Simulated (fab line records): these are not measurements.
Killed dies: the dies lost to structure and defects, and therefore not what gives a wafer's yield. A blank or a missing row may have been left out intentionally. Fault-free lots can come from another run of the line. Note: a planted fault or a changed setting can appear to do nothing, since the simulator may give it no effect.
fab line records ; flow gf180mcu ; part 1 of 2: steps 1 to 26 of 36
record: lots: 5; wafers: 15; lastDay: 34
route steps=602 shown M3@413 V3@429
lots that met no fault: taken from a fault-free run of the same line
startH: hours from the record's opening day to when the first of the lot's shown wafers began ; waitH: hours from the lot's prior step to this one ; " as in the row above ; L1.1+2: a single row standing in for several wafers ; - no value, or no start was given ; * or withheld: withheld ; < > ~ a bound
route shown NAME@n: a module of which the file shows steps, and the number in the route of the first ; usual: mean and standard deviation over wafers with no fault ; same: alike in all rows ; chamber/n: place in a boat ; sites: readings site by site ; _std_site: how widely they spread, as a standard deviation ; _edge_site: mean of outer sites minus mean of inner sites ; radiusMm: for every site, how far away it sits from the centre of the wafer ; mask NAME#n: copy n ; behind: the most recent tool/chamber to have shaped the wafer ; hold: why the lot went on hold/how many hours it stayed there/how the hold came to an end ; device: transistor that didn't switch, given as n, p or np ; end of line: at the end of the route, the tests of the same wafers ; a step without rows: its recipe alone ; killed: count of dies lost to structure and defects at first sort (not the wafer's yield) ; map: dies across one wafer; x = killed, . = not, _ = none there
set.NAME: the run value of the setting; set.NAME@STEP: its run value at that earlier step ; model.NAME: the simulator's own value behind a step, which no gauge read
lots seen at some steps along the route; tables by step, rows by wafer
services: when a tool's chamber went out of use (startH, in hours from the record's first day, below 0 if earlier), for how many hours, and the reason
== steps ==
step: GF_M3_SPUTTER_04
recipe: material: TiN; targetThkNm: 50; powerW: 6500; timeS: 41.7; chamberPressurePa: 0.4
usual: chamberPressurePa: 0.4001/0.0008; throttleValvePct: 29.3/1.2
lot.wafer;tool;chamber;startH;waitH;chamberPressurePa;throttleValvePct
L077.1;pvdSputter-01;-;486.99;0.0;0.3996;30.9
L077.2;pvdSputter-01;-;486.99;0.0;0.3997;30.2
L077.4;pvdSputter-01;-;486.99;0.0;0.3992;27.5
L079.1;pvdSputter-01;-;499.47;0.0;0.4002;29.2
L079.4;pvdSputter-01;-;499.47;0.0;0.4007;30.8
L079.6;pvdSputter-01;-;499.47;0.0;0.4008;29.0
L083.1;pvdSputter-02;-;535.01;0.0;0.4002;30.2
L083.2;pvdSputter-02;-;535.01;0.0;0.3998;28.6
L083.6;pvdSputter-02;-;535.01;0.0;0.4012;29.7
L094.1;pvdSputter-02;-;646.67;0.0;0.3999;27.4
L094.5;pvdSputter-02;-;646.67;0.0;0.3997;29.1
L094.6;pvdSputter-02;-;646.67;0.0;0.3993;27.4
L097.2;pvdSputter-01;-;657.89;0.0;0.4006;30.3
L097.3;pvdSputter-01;-;657.89;0.0;0.4005;27.4
L097.5;pvdSputter-01;-;657.89;0.0;0.3990;29.2
step: GF_M3_RS_MEAS_05
recipe: thkMeasGauge: four-point-probe; reads: TiN_of_M3_SPUTTER_04+Ti_of_M3_SPUTTER_03+AlCu_of_M3_SPUTTER_02+TiN_of_M3_SPUTTER_01+Ti_of_M3_SPUTTER_00
usual: M3_ALCU_RS: 0.0694/0.00076
lot.wafer;tool;chamber;startH;waitH;M3_ALCU_RS[ohm/sq]
L077.1;filmMetro-01;-;487.03;0.0;0.0693
L077.2;filmMetro-01;-;487.03;0.0;0.0699
L077.4;filmMetro-01;-;487.03;0.0;0.0688
L079.1;filmMetro-02;-;499.51;0.0;0.0697
L079.4;filmMetro-02;-;499.51;0.0;0.0705
L079.6;filmMetro-02;-;499.51;0.0;0.0702
L083.1;filmMetro-01;-;535.04;0.0;0.0692
L083.2;filmMetro-01;-;535.04;0.0;0.0697
L083.6;filmMetro-01;-;535.04;0.0;0.0690
L094.1;filmMetro-02;-;646.71;0.0;0.0693
L094.5;filmMetro-02;-;646.71;0.0;0.0700
L094.6;filmMetro-02;-;646.71;0.0;0.0695
L097.2;filmMetro-01;-;657.95;0.0;0.0700
L097.3;filmMetro-01;-;657.95;0.0;0.0697
L097.5;filmMetro-01;-;657.95;0.0;0.0693
step: GF_M3_THK_MEAS_06
recipe: thkMeasGauge: xrf; reads: AlCu_of_M3_SPUTTER_02
usual: M3_ALCU_THK: 447/6.2
lot.wafer;tool;chamber;startH;waitH;M3_ALCU_THK[nm]
L077.1;filmMetro-01;-;487.15;0.1;449
L077.2;filmMetro-01;-;487.15;0.1;450
L077.4;filmMetro-01;-;487.15;0.1;453
L079.1;filmMetro-02;-;499.63;0.1;444
L079.4;filmMetro-02;-;499.63;0.1;439
L079.6;filmMetro-02;-;499.63;0.1;439
L083.1;filmMetro-01;-;535.16;0.1;450
L083.2;filmMetro-01;-;535.16;0.1;450
L083.6;filmMetro-01;-;535.16;0.1;450
L094.1;filmMetro-02;-;646.83;0.1;443
L094.5;filmMetro-02;-;646.83;0.1;437
L094.6;filmMetro-02;-;646.83;0.1;443
L097.2;filmMetro-01;-;658.06;0.1;445
L097.3;filmMetro-01;-;658.06;0.1;450
L097.5;filmMetro-01;-;658.06;0.1;452
step: GF_M3_DEHYDRATE_07
recipe: tempC: 200; timeS: 60
usual: chillPlateTempC: 23.00/0.096
lot.wafer;tool;chamber;startH;waitH;chillPlateTempC
L077.1;lithoTrack-04;0;498.21;11.1;23.07
L077.2;lithoTrack-04;0;498.21;11.1;22.92
L077.4;lithoTrack-04;0;498.21;11.1;23.14
L079.1;lithoTrack-02;0;510.98;11.3;22.94
L079.4;lithoTrack-02;0;510.98;11.3;23.05
L079.6;lithoTrack-02;0;510.98;11.3;22.86
L083.1;lithoTrack-02;0;545.78;10.6;23.05
L083.2;lithoTrack-02;0;545.78;10.6;23.05
L083.6;lithoTrack-02;0;545.78;10.6;23.15
L094.1;lithoTrack-01;0;656.28;9.4;23.09
L094.5;lithoTrack-01;0;656.28;9.4;22.96
L094.6;lithoTrack-01;0;656.28;9.4;23.06
L097.2;lithoTrack-02;0;666.35;8.3;22.86
L097.3;lithoTrack-02;0;666.35;8.3;22.86
L097.5;lithoTrack-02;0;666.35;8.3;22.90
step: GF_M3_HMDS_08
recipe: primeTimeS: 60; primeTempC: 120
usual: chillPlateTempC: 23.00/0.12
lot.wafer;tool;chamber;startH;waitH;chillPlateTempC
L077.1;lithoTrack-04;0;498.36;0.1;22.90
L077.2;lithoTrack-04;0;498.36;0.1;22.93
L077.4;lithoTrack-04;0;498.36;0.1;23.03
L079.1;lithoTrack-02;0;511.13;0.1;22.97
L079.4;lithoTrack-02;0;511.13;0.1;22.98
L079.6;lithoTrack-02;0;511.13;0.1;22.90
L083.1;lithoTrack-02;0;545.93;0.1;22.99
L083.2;lithoTrack-02;0;545.93;0.1;22.89
L083.6;lithoTrack-02;0;545.93;0.1;23.21
L094.1;lithoTrack-01;0;656.43;0.1;22.99
L094.5;lithoTrack-01;0;656.43;0.1;22.99
L094.6;lithoTrack-01;0;656.43;0.1;22.99
L097.2;lithoTrack-02;0;666.50;0.1;22.91
L097.3;lithoTrack-02;0;666.50;0.1;22.75
L097.5;lithoTrack-02;0;666.50;0.1;22.96
step: GF_M3_COAT_09
recipe: resist: KrF; spinRpm: withheld; resistThkNm: 1000
usual: chillPlateTempC: 23.01/0.092
lot.wafer;tool;chamber;startH;waitH;chillPlateTempC
L077.1;lithoTrack-04;0;498.51;0.1;22.94
L077.2;lithoTrack-04;0;498.51;0.1;23.10
L077.4;lithoTrack-04;0;498.51;0.1;22.92
L079.1;lithoTrack-02;0;511.28;0.1;23.12
L079.4;lithoTrack-02;0;511.28;0.1;23.00
L079.6;lithoTrack-02;0;511.28;0.1;23.09
L083.1;lithoTrack-02;0;546.08;0.1;23.10
L083.2;lithoTrack-02;0;546.08;0.1;23.03
L083.6;lithoTrack-02;0;546.08;0.1;22.97
L094.1;lithoTrack-01;0;656.58;0.1;23.09
L094.5;lithoTrack-01;0;656.58;0.1;22.96
L094.6;lithoTrack-01;0;656.58;0.1;22.80
L097.2;lithoTrack-02;0;666.65;0.1;23.33
L097.3;lithoTrack-02;0;666.65;0.1;23.11
L097.5;lithoTrack-02;0;666.65;0.1;23.15
step: GF_M3_SOFTBAKE_10
recipe: tempC: 130; timeS: 60; resist: KrF
usual: chillPlateTempC: 23.00/0.11
lot.wafer;tool;chamber;startH;waitH;chillPlateTempC
L077.1;lithoTrack-04;0;498.66;0.1;23.01
L077.2;lithoTrack-04;0;498.66;0.1;22.81
L077.4;lithoTrack-04;0;498.66;0.1;23.03
L079.1;lithoTrack-02;0;511.43;0.1;23.03
L079.4;lithoTrack-02;0;511.43;0.1;22.82
L079.6;lithoTrack-02;0;511.43;0.1;23.10
L083.1;lithoTrack-02;0;546.23;0.1;23.10
L083.2;lithoTrack-02;0;546.23;0.1;23.19
L083.6;lithoTrack-02;0;546.23;0.1;23.25
L094.1;lithoTrack-01;0;656.73;0.1;23.05
L094.5;lithoTrack-01;0;656.73;0.1;22.97
L094.6;lithoTrack-01;0;656.73;0.1;22.90
L097.2;lithoTrack-02;0;666.80;0.1;22.97
L097.3;lithoTrack-02;0;666.80;0.1;22.91
L097.5;lithoTrack-02;0;666.80;0.1;23.00
step: GF_M3_EXPOSE_11
recipe: maskId: Metal3; targetCdNm: 280; na: 0.68; sourceShape: conventional; sigmaOuter: 0.6; doseMj: 28
lot.wafer;tool;chamber;startH;waitH;mask
L077.1+2+4;krfScanner-01;0;-;-;Metal3#0
L079.1+4+6;krfScanner-01;0;-;-;Metal3#0
L083.1+2+6;krfScanner-02;0;-;-;Metal3#0
L094.1+5+6;krfScanner-02;0;-;-;Metal3#0
L097.2+3+5;krfScanner-02;0;-;-;Metal3#0
step: GF_M3_PEB_12
recipe: pebTempC: 135; pebTimeS: 90; resist: KrF
usual: chillPlateTempC: 22.98/0.097
lot.wafer;tool;chamber;startH;waitH;chillPlateTempC
L077.1;lithoTrack-02;0;-;-;22.91
L077.2;lithoTrack-02;0;-;-;22.84
L077.4;lithoTrack-02;0;-;-;22.94
L079.1;lithoTrack-01;0;-;-;22.91
L079.4;lithoTrack-01;0;-;-;22.90
L079.6;lithoTrack-01;0;-;-;22.96
L083.1;lithoTrack-02;0;-;-;22.90
L083.2;lithoTrack-02;0;-;-;23.06
L083.6;lithoTrack-02;0;-;-;22.80
L094.1;lithoTrack-04;0;-;-;22.99
L094.5;lithoTrack-04;0;-;-;23.06
L094.6;lithoTrack-04;0;-;-;22.94
L097.2;lithoTrack-01;0;-;-;23.03
L097.3;lithoTrack-01;0;-;-;22.98
L097.5;lithoTrack-01;0;-;-;22.95
step: GF_M3_DEVELOP_13
recipe: developTimeS: 60; devTempC: 21
usual: chillPlateTempC: 23.00/0.1
lot.wafer;tool;chamber;startH;waitH;chillPlateTempC
L077.1;lithoTrack-02;0;510.83;0.2;22.97
L077.2;lithoTrack-02;0;510.83;0.2;22.80
L077.4;lithoTrack-02;0;510.83;0.2;22.87
L079.1;lithoTrack-01;0;522.73;0.2;22.94
L079.4;lithoTrack-01;0;522.73;0.2;22.93
L079.6;lithoTrack-01;0;522.73;0.2;22.93
L083.1;lithoTrack-02;0;557.73;0.2;22.94
L083.2;lithoTrack-02;0;557.73;0.2;23.00
L083.6;lithoTrack-02;0;557.73;0.2;23.01
L094.1;lithoTrack-04;0;665.76;0.2;22.93
L094.5;lithoTrack-04;0;665.76;0.2;23.05
L094.6;lithoTrack-04;0;665.76;0.2;22.89
L097.2;lithoTrack-01;0;676.26;0.2;22.91
L097.3;lithoTrack-01;0;676.26;0.2;22.84
L097.5;lithoTrack-01;0;676.26;0.2;23.01
step: GF_M3_CD_MEAS_14
recipe: targetCdNm: 280
usual: cdNm: 279.6/1.3
lot.wafer;tool;chamber;startH;waitH;cdNm
L077.1;cdSem-01;-;510.98;0.1;279.0
L077.2;cdSem-01;-;510.98;0.1;279.8
L077.4;cdSem-01;-;510.98;0.1;279.6
L079.1;cdSem-01;-;522.88;0.1;279.7
L079.4;cdSem-01;-;522.88;0.1;279.0
L079.6;cdSem-01;-;522.88;0.1;279.9
L083.1;cdSem-01;-;557.88;0.1;278.0
L083.2;cdSem-01;-;557.88;0.1;277.4
L083.6;cdSem-01;-;557.88;0.1;278.4
L094.1;cdSem-02;-;665.91;0.1;279.1
L094.5;cdSem-02;-;665.91;0.1;277.5
L094.6;cdSem-02;-;665.91;0.1;279.9
L097.2;cdSem-01;-;676.40;0.1;280.1
L097.3;cdSem-01;-;676.40;0.1;279.1
L097.5;cdSem-01;-;676.40;0.1;281.0
step: GF_M3_OVL_MEAS_15
usual: M3_OVL: 0/4.4
lot.wafer;tool;chamber;startH;waitH;M3_OVL[nm]
L077.1;overlay-02;-;511.10;0.1;0
L077.2;overlay-02;-;511.10;0.1;3
L077.4;overlay-02;-;511.10;0.1;1
L079.1;overlay-01;-;523.00;0.1;-7
L079.4;overlay-01;-;523.00;0.1;0
L079.6;overlay-01;-;523.00;0.1;4
L083.1;overlay-02;-;558.00;0.1;0
L083.2;overlay-02;-;558.00;0.1;-5
L083.6;overlay-02;-;558.00;0.1;-3
L094.1;overlay-02;-;666.03;0.1;6
L094.5;overlay-02;-;666.03;0.1;2
L094.6;overlay-02;-;666.03;0.1;7
L097.2;overlay-01;-;676.51;0.1;3
L097.3;overlay-01;-;676.51;0.1;1
L097.5;overlay-01;-;676.51;0.1;0
step: GF_M3_METAL_ETCH_16
recipe: chemistry: Cl2/BCl3; maskMaterial: KrF; targetDepthNm: 750.8; stopOn: SiO2; pressureMtorr: 8; icpW: 800; biasW: 140; Cl2_flow_sccm: 80; bcl3FlowSccm: 40; timeS: 125.1
usual: bcl3FlowSccm: 39.98/0.12; drypumpMotorCurrentA: 5.8/0.47; oesProductAu: 0.991/0.0057; throttleValvePct: 28.230/0.011
lot.wafer;tool;chamber;startH;waitH;bcl3FlowSccm;drypumpMotorCurrentA;oesProductAu;rfHoursCounterH;throttleValvePct
L077.1;rieMetal-03;1;511.13;0.0;39.94;5.6;0.991;9;28.229
L077.2;rieMetal-03;0;511.13;0.0;39.81;5.6;0.997;9;28.241
L077.4;rieMetal-03;0;511.13;0.0;40.10;5.5;0.992;-;28.213
L079.1;rieMetal-02;0;523.04;0.0;39.97;5.7;0.987;9;28.221
L079.4;rieMetal-02;1;523.04;0.0;40.05;6.6;0.990;-;28.246
L079.6;rieMetal-02;1;523.04;0.0;39.80;6.7;0.988;-;28.232
L083.1;rieMetal-02;0;558.03;0.0;39.86;5.7;0.990;10;28.238
L083.2;rieMetal-02;0;558.03;0.0;40.02;5.7;0.984;-;28.208
L083.6;rieMetal-02;0;558.03;0.0;39.88;5.7;0.992;-;28.214
L094.1;rieMetal-02;0;666.07;0.0;40.03;5.7;0.985;14;28.239
L094.5;rieMetal-02;1;666.07;0.0;40.02;6.6;0.984;-;28.226
L094.6;rieMetal-02;0;666.07;0.0;40.02;5.7;0.986;-;28.216
L097.2;rieMetal-02;0;676.54;0.0;39.88;5.7;0.995;14;28.227
L097.3;rieMetal-02;1;676.54;0.0;40.10;6.6;0.988;-;28.253
L097.5;rieMetal-02;1;676.54;0.0;40.12;6.7;0.987;-;28.232
step: GF_M3_STRIP_17
recipe: chemistry: O2/N2; powerW: 1400; pressureMtorr: 1500; platenTempC: 250; o2FlowSccm: 3000; n2FlowSccm: 300; overashFraction: 0.5
usual: drypumpMotorCurrentA: 5.7/0.49; heaterPowerW: 339/23; oesProductAu: 0.537/0.0051; platenTempC: 250.00/0.21; stripTimeToEndpointS: 7.37/0.049
lot.wafer;tool;chamber;startH;waitH;drypumpMotorCurrentA;heaterPowerW;oesProductAu;platenTempC;rfHoursCounterH;stripTimeToEndpointS
L077.1;plasmaAsher-01;0;511.26;0.1;6.5;341;0.535;250.08;86;7.35
L077.2;plasmaAsher-01;1;511.26;0.1;6.3;366;0.525;249.52;86;7.26
L077.4;plasmaAsher-01;1;511.26;0.1;6.3;372;0.535;250.10;-;7.32
L079.1;plasmaAsher-03;1;523.17;0.1;5.2;319;0.529;250.06;75;7.37
L079.4;plasmaAsher-03;0;523.17;0.1;5.5;372;0.538;249.62;-;7.43
L079.6;plasmaAsher-03;0;523.17;0.1;5.5;363;0.545;249.56;-;7.47
L083.1;plasmaAsher-03;0;558.29;0.2;5.5;367;0.532;250.21;79;7.41
L083.2;plasmaAsher-03;1;558.29;0.2;5.2;310;0.543;250.01;79;7.42
L083.6;plasmaAsher-03;1;558.29;0.2;5.2;310;0.536;250.18;-;7.39
L094.1;plasmaAsher-02;0;666.20;0.1;5.2;328;0.533;249.94;59;7.33
L094.5;plasmaAsher-02;0;666.20;0.1;5.2;337;0.535;249.78;-;7.36
L094.6;plasmaAsher-02;1;666.20;0.1;5.9;307;0.543;250.30;-;7.33
L097.2;plasmaAsher-02;1;676.67;0.1;5.9;312;0.535;249.75;60;7.38
L097.3;plasmaAsher-02;1;676.67;0.1;5.9;313;0.543;250.04;-;7.39
L097.5;plasmaAsher-02;0;676.67;0.1;5.2;332;0.538;249.92;-;7.42
step: GF_M3_STRIP_18
recipe: chemistry: postEtchResidueRemover; timeS: 1200; tempC: 72.5
lot.wafer;tool;chamber;startH;waitH
L077.1+2+4;wetBench-01;0;511.36;0.1
L079.1+4+6;wetBench-04;0;523.27;0.1
L083.1+2+6;wetBench-04;2;558.39;0.1
L094.1+5+6;wetBench-04;3;666.30;0.1
L097.2+3+5;wetBench-03;2;676.83;0.1
step: GF_M3_CLEAN_19
recipe: chemistry: DIW; dry: n2Spin
lot.wafer;tool;chamber;startH;waitH
L077.1+2+4;wetBench-04;1;511.70;0.0
L079.1+4+6;wetBench-03;0;523.64;0.0
L083.1+2+6;wetBench-01;0;558.76;0.0
L094.1+5+6;wetBench-01;0;666.64;0.0
L097.2+3+5;wetBench-01;0;677.17;0.0
step: GF_V3_CVD_00
recipe: material: SiO2; targetThkNm: 600; sigmaOpenFrac: 0.3; tempC: 400; timeS: 100; sih4FlowSccm: 60; pressureMtorr: 6
lot.wafer;tool;chamber;startH;waitH
L077.1+2+4;hdpcvd-02;0,1,2;511.79;0.0
L079.1+4+6;hdpcvd-02;1,0,2;523.73;0.0
L083.1+2+6;hdpcvd-01;1,2,0;558.85;0.0
L094.1+5+6;hdpcvd-01;1,2,1;666.74;0.0
L097.2+3+5;hdpcvd-02;0,2,0;677.27;0.0
step: GF_V3_THK_MEAS_01
recipe: reads: SiO2_of_V3_CVD_00
usual: V3_CVD_00_THK: 598/5.3
lot.wafer;tool;chamber;startH;waitH;V3_CVD_00_THK[nm]
L077.1;filmMetro-01;-;511.87;0.0;592
L077.2;filmMetro-01;-;511.87;0.0;601
L077.4;filmMetro-01;-;511.87;0.0;602
L079.1;filmMetro-02;-;523.80;0.0;599
L079.4;filmMetro-02;-;523.80;0.0;601
L079.6;filmMetro-02;-;523.80;0.0;604
L083.1;filmMetro-03;-;558.93;0.0;598
L083.2;filmMetro-03;-;558.93;0.0;603
L083.6;filmMetro-03;-;558.93;0.0;596
L094.1;filmMetro-02;-;666.81;0.0;602
L094.5;filmMetro-02;-;666.81;0.0;589
L094.6;filmMetro-02;-;666.81;0.0;594
L097.2;filmMetro-02;-;677.35;0.0;601
L097.3;filmMetro-02;-;677.35;0.0;594
L097.5;filmMetro-02;-;677.35;0.0;595
step: GF_V3_CVD_02
recipe: material: SiO2; targetThkNm: 850; precursor: TEOS; tempC: 400; timeS: 94.851; rfW: 600
usual: heaterPowerW: 712/85
lot.wafer;tool;chamber;startH;waitH;heaterPowerW
L077.1;pecvd-03;2;511.93;0.1;610
L077.2;pecvd-03;0;511.93;0.1;832
L077.4;pecvd-03;1;511.93;0.1;716
L079.1;pecvd-04;2;523.86;0.1;700
L079.4;pecvd-04;0;523.86;0.1;799
L079.6;pecvd-04;2;523.86;0.1;758
L083.1;pecvd-01;1;558.99;0.1;748
L083.2;pecvd-01;2;558.99;0.1;720
L083.6;pecvd-01;0;558.99;0.1;565
L094.1;pecvd-01;0;666.87;0.1;583
L094.5;pecvd-01;0;666.87;0.1;646
L094.6;pecvd-01;2;666.87;0.1;797
L097.2;pecvd-03;1;677.40;0.0;751
L097.3;pecvd-03;2;677.40;0.0;703
L097.5;pecvd-03;0;677.40;0.0;905
step: GF_V3_THK_MEAS_03
recipe: reads: SiO2_of_V3_CVD_02
usual: V3_CVD_02_THK: 853/12
lot.wafer;tool;chamber;startH;waitH;V3_CVD_02_THK[nm]
L077.1;filmMetro-01;-;512.00;0.0;845
L077.2;filmMetro-01;-;512.00;0.0;845
L077.4;filmMetro-01;-;512.00;0.0;846
L079.1;filmMetro-01;-;523.93;0.0;846
L079.4;filmMetro-01;-;523.93;0.0;866
L079.6;filmMetro-01;-;523.93;0.0;863
L083.1;filmMetro-01;-;559.06;0.0;844
L083.2;filmMetro-01;-;559.06;0.0;838
L083.6;filmMetro-01;-;559.06;0.0;858
L094.1;filmMetro-01;-;666.94;0.0;847
L094.5;filmMetro-01;-;666.94;0.0;865
L094.6;filmMetro-01;-;666.94;0.0;858
L097.2;filmMetro-02;-;677.48;0.0;850
L097.3;filmMetro-02;-;677.48;0.0;869
L097.5;filmMetro-02;-;677.48;0.0;875
step: GF_V3_CMP_04
recipe: material: SiO2; downForcePsi: 4; platenRpm: 60; padVelocityMS: 0.94248
usual: motorCurrentA: 11.9/1.6; slurryFlowMlMin: 150.0/0.51; timeToEndpointS: 82/5.4
lot.wafer;tool;chamber;startH;waitH;motorCurrentA;slurryFlowMlMin;timeToEndpointS
L077.1;cmp-01;0;512.06;0.1;9.7;150.3;78
L077.4;cmp-01;1;512.06;0.1;11.6;149.5;78
L077.2;cmp-01;3;512.06;0.1;9.9;149.8;87
L079.4;cmp-02;0;524.04;0.1;12.5;149.9;82
L079.1;cmp-02;1;524.04;0.1;14.6;150.6;82
L079.6;cmp-02;3;524.04;0.1;11.4;149.7;83
L083.2;cmp-01;1;559.12;0.0;11.6;150.0;79
L083.1;cmp-01;2;559.12;0.0;13.5;150.8;80
L083.6;cmp-01;1;559.12;0.0;11.0;149.8;85
L094.1;cmp-02;1;667.10;0.1;14.0;149.2;81
L094.6;cmp-02;3;667.10;0.1;11.0;150.3;85
L094.5;cmp-02;0;667.10;0.1;11.9;151.0;87
L097.3;cmp-02;3;677.53;0.0;11.8;149.6;88
L097.2;cmp-02;1;677.53;0.0;14.6;149.6;82
L097.5;cmp-02;0;677.53;0.0;12.0;150.0;89
step: GF_V3_BOW_MEAS_05
recipe: mode: bow
usual: V3_BOW: 118/9.4
lot.wafer;tool;chamber;startH;waitH;V3_BOW[um]
L077.1;filmMetro-01;-;512.36;0.2;131
L077.2;filmMetro-01;-;512.36;0.2;131
L077.4;filmMetro-01;-;512.36;0.2;133
L079.1;filmMetro-02;-;524.29;0.1;117
L079.4;filmMetro-02;-;524.29;0.1;120
L079.6;filmMetro-02;-;524.29;0.1;118
L083.1;filmMetro-01;-;559.42;0.2;112
L083.2;filmMetro-01;-;559.42;0.2;111
L083.6;filmMetro-01;-;559.42;0.2;106
L094.1;filmMetro-02;-;667.30;0.1;117
L094.5;filmMetro-02;-;667.30;0.1;113
L094.6;filmMetro-02;-;667.30;0.1;109
L097.2;filmMetro-01;-;677.85;0.2;103
L097.3;filmMetro-01;-;677.85;0.2;114
L097.5;filmMetro-01;-;677.85;0.2;115
step: GF_V3_DEHYDRATE_06
recipe: tempC: 200; timeS: 60
usual: chillPlateTempC: 23.00/0.1
lot.wafer;tool;chamber;startH;waitH;chillPlateTempC
L077.1;lithoTrack-04;0;522.91;10.5;22.97
L077.2;lithoTrack-04;0;522.91;10.5;22.94
L077.4;lithoTrack-04;0;522.91;10.5;23.10
L079.1;lithoTrack-02;0;534.73;10.4;22.83
L079.4;lithoTrack-02;0;534.73;10.4;22.95
L079.6;lithoTrack-02;0;534.73;10.4;22.99
L083.1;lithoTrack-04;0;569.61;10.2;22.97
L083.2;lithoTrack-04;0;569.61;10.2;22.98
L083.6;lithoTrack-04;0;569.61;10.2;22.83
L094.1;lithoTrack-02;0;676.12;8.8;23.12
L094.5;lithoTrack-02;0;676.12;8.8;23.09
L094.6;lithoTrack-02;0;676.12;8.8;23.15
L097.2;lithoTrack-02;0;686.50;8.6;22.98
L097.3;lithoTrack-02;0;686.50;8.6;22.95
L097.5;lithoTrack-02;0;686.50;8.6;22.96
step: GF_V3_HMDS_07
recipe: primeTimeS: 60; primeTempC: 120
usual: chillPlateTempC: 23.00/0.1
lot.wafer;tool;chamber;startH;waitH;chillPlateTempC
L077.1;lithoTrack-04;0;523.06;0.1;23.06
L077.2;lithoTrack-04;0;523.06;0.1;22.98
L077.4;lithoTrack-04;0;523.06;0.1;22.96
L079.1;lithoTrack-02;0;534.88;0.1;22.96
L079.4;lithoTrack-02;0;534.88;0.1;22.96
L079.6;lithoTrack-02;0;534.88;0.1;23.05
L083.1;lithoTrack-04;0;569.76;0.1;23.11
L083.2;lithoTrack-04;0;569.76;0.1;23.11
L083.6;lithoTrack-04;0;569.76;0.1;23.06
L094.1;lithoTrack-02;0;676.27;0.1;23.13
L094.5;lithoTrack-02;0;676.27;0.1;22.99
L094.6;lithoTrack-02;0;676.27;0.1;23.07
L097.2;lithoTrack-02;0;686.65;0.1;23.02
L097.3;lithoTrack-02;0;686.65;0.1;23.00
L097.5;lithoTrack-02;0;686.65;0.1;23.15
step: GF_V3_COAT_08
recipe: resist: BARC; tempC: withheld; timeS: withheld; spinRpm: withheld; resistThkNm: withheld
usual: chillPlateTempC: *
lot.wafer;tool;chamber;startH;waitH;chillPlateTempC
L077.1;lithoTrack-04;0;523.21;0.1;*
L077.2;lithoTrack-04;0;523.21;0.1;*
L077.4;lithoTrack-04;0;523.21;0.1;*
L079.1;lithoTrack-02;0;535.03;0.1;*
L079.4;lithoTrack-02;0;535.03;0.1;*
L079.6;lithoTrack-02;0;535.03;0.1;*
L083.1;lithoTrack-04;0;569.91;0.1;*
L083.2;lithoTrack-04;0;569.91;0.1;*
L083.6;lithoTrack-04;0;569.91;0.1;*
L094.1;lithoTrack-02;0;676.42;0.1;*
L094.5;lithoTrack-02;0;676.42;0.1;*
L094.6;lithoTrack-02;0;676.42;0.1;*
L097.2;lithoTrack-02;0;686.80;0.1;*
L097.3;lithoTrack-02;0;686.80;0.1;*
L097.5;lithoTrack-02;0;686.80;0.1;*
step: GF_V3_COAT_09
recipe: resist: KrF; spinRpm: withheld; resistThkNm: 1000
usual: chillPlateTempC: 23.01/0.11
lot.wafer;tool;chamber;startH;waitH;chillPlateTempC
L077.1;lithoTrack-04;0;-;-;23.10
L077.2;lithoTrack-04;0;-;-;23.02
L077.4;lithoTrack-04;0;-;-;23.17
L079.1;lithoTrack-02;0;-;-;22.86
L079.4;lithoTrack-02;0;-;-;22.86
L079.6;lithoTrack-02;0;-;-;22.79
L083.1;lithoTrack-04;0;-;-;23.14
L083.2;lithoTrack-04;0;-;-;23.13
L083.6;lithoTrack-04;0;-;-;23.05
L094.1;lithoTrack-02;0;-;-;23.04
L094.5;lithoTrack-02;0;-;-;23.09
L094.6;lithoTrack-02;0;-;-;22.99
L097.2;lithoTrack-02;0;-;-;22.97
L097.3;lithoTrack-02;0;-;-;23.02
L097.5;lithoTrack-02;0;-;-;22.99
